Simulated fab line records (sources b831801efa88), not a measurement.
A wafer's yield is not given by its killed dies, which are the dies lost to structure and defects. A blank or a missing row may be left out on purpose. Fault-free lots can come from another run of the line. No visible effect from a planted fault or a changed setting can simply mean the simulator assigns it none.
Matching of chambers :: flow gf180mcu :: GF_V1_CVD_02 on pecvd-01: 3 sister chambers
The step deposits SiO2 from TEOS, target thk 850 nm, time 94.851 s. 3 wafers are shown with their chamber, then 7 later ones without.

## WAFERS PAIRED WITH THEIR CHAMBERS
wafer: L102.5
chamber: 1
heaterPowerW (W): 512

wafer: L108.1
chamber: 2
heaterPowerW (W): 744

wafer: L108.2
chamber: 0
heaterPowerW (W): 622

## WAFERS WHOSE CHAMBER IS MISSING
wafer: L108.3
heaterPowerW (W): 624

wafer: L109.3
heaterPowerW (W): 654

wafer: L109.5
heaterPowerW (W): 600

wafer: L109.6
heaterPowerW (W): 711

wafer: L116.1
heaterPowerW (W): 604

wafer: L116.3
heaterPowerW (W): 648

wafer: L116.5
heaterPowerW (W): 654

## EACH ONE'S CHAMBER
wafer: L108.3
from the rows above: 0
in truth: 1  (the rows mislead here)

wafer: L109.3
from the rows above: 0
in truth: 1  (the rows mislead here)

wafer: L109.5
from the rows above: 0
in truth: 0

wafer: L109.6
from the rows above: 2
in truth: 2

wafer: L116.1
from the rows above: 0
in truth: 0

wafer: L116.3
from the rows above: 0
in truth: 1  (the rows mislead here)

wafer: L116.5
from the rows above: 0
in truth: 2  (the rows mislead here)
Placed correctly: 3 of 7. Number that these rows cannot place: 0. 4 placed wrongly.
How it was worked out, from the rows above alone: a wafer's distance from a chamber is the root of the sum, over the readings, of the square of ((its reading less the chamber's mean) divided by the reading's scatter). If the next closest chamber is less than 2 further off than the closest, the wafer can't be placed; otherwise it belongs to the closest. A chamber's mean is the mean of its shown wafers. The scatter: with one shown wafer a chamber, the root of the mean of the squares of how far each hidden wafer lies from its nearest shown one.
